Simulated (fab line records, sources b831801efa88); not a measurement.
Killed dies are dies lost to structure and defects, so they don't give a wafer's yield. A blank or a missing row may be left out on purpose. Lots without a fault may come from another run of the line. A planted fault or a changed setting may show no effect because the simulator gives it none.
A struck lot beside a sound one | flow sky130 | 28 steps out of a route of 708
Sound: wafers L616.3, L616.4, L616.5. Struck: wafers L622.1, L622.3, L622.4. The cause comes at the end.
At each step with rows: each side's tool, then ch and its chambers, then its first start. Under that, the readings that differ: sound wafers | struck wafers | difference of the means | sigmas: that difference in standard deviations of wafers without a fault.
alike: readings whose means differ by less than 2 such deviations, and words and numbers that are the same on both sides. not compared: withheld readings, readings that some wafer has no value for, bounds like >300 that may hide the same value, and numbers for which the record gives no deviation and whose values overlap.
The two part at a step that has a row with sigmas, a row that says differs or no value, or rows on one side only. Numbers that don't overlap but have no deviation are shown without sigmas and don't part them. A reading that every wafer of one side lacks parts them only if that side has two wafers or more.

first, 1 step without rows for these wafers: SKY_VIA4_ETCH_12 (etches SiO2 in C4F8/O2/Ar, stops on TiN, target depth 580 nm).
SKY_VIA4_STRIP_13: strips in O2/N2.
  sound on plasma_asher-04 ch 0,1, day 44 21:56; struck on plasma_asher-02 ch 0,1, day 46 18:04
  reading                      | sound                | struck               | difference | sigmas
  drypump_motor_current_A (A)  | 5.2 5.1 5.2          | 5.9 5.9 6.0          | +0.8       | +2
  strip_time_to_endpoint_s (s) | 12.890 12.825 12.880 | 12.839 12.820 12.756 | -0.060     | -2
  alike: n2_flow_sccm, oes_product_au
  not compared: rf_hours_counter_h
then, 5 steps without rows for these wafers: SKY_VIA4_STRIP_14 (strips in post etch residue remover, time 1200 s); SKY_VIA4_CLEAN_15 (cleans in IPA, time 180 s); SKY_VIA4_CLEAN_16 (cleans in O3/DIW); SKY_VIA4_SPUTTER_17 (material TiN, target thk 20 nm, time 80 s); SKY_VIA4_CVD_18 (deposits W, target thk 505 nm, time 152.14 s).
SKY_VIA4_RS_MEAS_19: measures by four-point-probe.
  sound on film_metro-01, day 44 22:47; struck on film_metro-04, day 46 18:55
  reading            | sound             | struck            | difference | sigmas
  VIA4_W_RS (ohm/sq) | 0.219 0.224 0.220 | 0.234 0.227 0.229 | +0.009     | +2
SKY_VIA4_THK_MEAS_20: measures by xrf.
  sound on film_metro-01, day 44 22:53; struck on film_metro-04, day 46 19:02
  reading         | sound       | struck      | difference | sigmas
  VIA4_W_THK (nm) | 531 520 529 | 497 511 508 | -21        | -2
then, 3 steps without rows for these wafers: SKY_VIA4_CMP_21 (polishes, stops on SiO2, t overpolish 25 s, target thk 0 nm); SKY_METAL5_SPUTTER_00 (material Ti, target thk 15 nm, time 10 s); SKY_METAL5_SPUTTER_01 (material TiN, target thk 20 nm, time 16.7 s).
SKY_METAL5_SPUTTER_02: material AlCu, target thk 1150 nm, time 61.2 s.
  sound on pvd_sputter-02, day 44 23:16; struck on pvd_sputter-04, day 46 19:26
  reading                                     | sound          | struck         | difference | sigmas
  model.AlCu_of_METAL5_SPUTTER_02.thk_nm (nm) | 1130 1136 1132 | 1215 1223 1198 | +79        |
  alike: throttle_valve_pct
SKY_METAL5_SPUTTER_03: material Ti, target thk 5 nm, time 3.3 s.
  sound on pvd_sputter-02, day 44 23:19; struck on pvd_sputter-04, day 46 19:29
  alike: throttle_valve_pct
SKY_METAL5_SPUTTER_04: material TiN, target thk 70 nm, time 58.3 s.
  sound on pvd_sputter-02, day 44 23:20; struck on pvd_sputter-04, day 46 19:30
  alike: throttle_valve_pct
SKY_METAL5_RS_MEAS_05: measures by four-point-probe.
  sound on film_metro-01, day 44 23:25; struck on film_metro-01, day 46 19:33
  reading                 | sound                | struck               | difference | sigmas
  METAL5_ALCU_RS (ohm/sq) | 0.0275 0.0274 0.0275 | 0.0256 0.0254 0.0260 | -0.0018    | -6
SKY_METAL5_THK_MEAS_06: measures by xrf.
  sound on film_metro-01, day 44 23:31; struck on film_metro-01, day 46 19:40
  reading              | sound          | struck         | difference | sigmas
  METAL5_ALCU_THK (nm) | 1120 1125 1116 | 1201 1217 1178 | +78        | +6
then, 7 steps without rows for these wafers: SKY_METAL5_DEHYDRATE_07 (time 60 s); SKY_METAL5_HMDS_08 (prime time 60 s); SKY_METAL5_COAT_09 (resist thk 1800 nm); SKY_METAL5_SOFTBAKE_10 (time 60 s); SKY_METAL5_EXPOSE_11 (exposes mask MM5, target cd 1600 nm); SKY_METAL5_PEB_12; SKY_METAL5_DEVELOP_13 (develop time 60 s).
SKY_METAL5_DESCUM_14: chemistry O2, time 11 s.
  sound on rie_metal-01 ch 0,1, day 45 20:06; struck on rie_metal-02 ch 0,1, day 47 15:15
  alike: drypump_motor_current_A, oes_product_au
  not compared: rf_hours_counter_h
SKY_METAL5_METAL_ETCH_15: etches the open film in Cl2/BCl3, stops on SiO2, target depth 1260 nm, time 252 s.
  sound on rie_metal-01 ch 0,1, day 45 20:12; struck on rie_metal-02 ch 0,1, day 47 15:17
  reading               | sound             | struck            | difference | sigmas
  oes_product_au (a.u.) | 0.902 0.895 0.895 | 0.913 0.909 0.902 | +0.011     | +2
  alike: bias_w, drypump_motor_current_A, throttle_valve_pct
  not compared: rf_hours_counter_h
SKY_METAL5_STRIP_16: strips in O2/N2.
  sound on plasma_asher-03 ch 0,1, day 45 20:23; struck on plasma_asher-03 ch 0,1, day 47 15:31
  alike: drypump_motor_current_A, n2_flow_sccm, oes_product_au, strip_time_to_endpoint_s
  not compared: rf_hours_counter_h
SKY_PAD_OPEN_PROBE_99:
  sound on prober-02, day 47 17:16; struck on prober-02, day 49 07:22
  reading                      | sound                   | struck                  | difference | sigmas
  model.etest.met5.rs_ohm_sq   | 0.02767 0.02737 0.02761 | 0.02576 0.02595 0.026   | -0.00165   |
  model.etest.met5.line_ohm_um | 0.01729 0.0171 0.01727  | 0.01611 0.01629 0.01628 | -0.00099   |
  alike: defect_limited_yield, killed_at_M0_to_M3, killed_at_M4_up, killed_at_contacts, killed_at_front_end, killed_at_other, killed_dies, killed_open, killed_short, sort_bin_3_pad_short, sort_bin_5_function, sort_bin_6_memory, sort_n_pass, sort_yield_pct

WHERE THEY PART
First at SKY_VIA4_STRIP_13; last, within this record, at SKY_METAL5_METAL_ETCH_15. Later steps at which nothing parts them and some readings are alike: SKY_METAL5_STRIP_16, SKY_PAD_OPEN_PROBE_99.

WHY: what the simulator had put in
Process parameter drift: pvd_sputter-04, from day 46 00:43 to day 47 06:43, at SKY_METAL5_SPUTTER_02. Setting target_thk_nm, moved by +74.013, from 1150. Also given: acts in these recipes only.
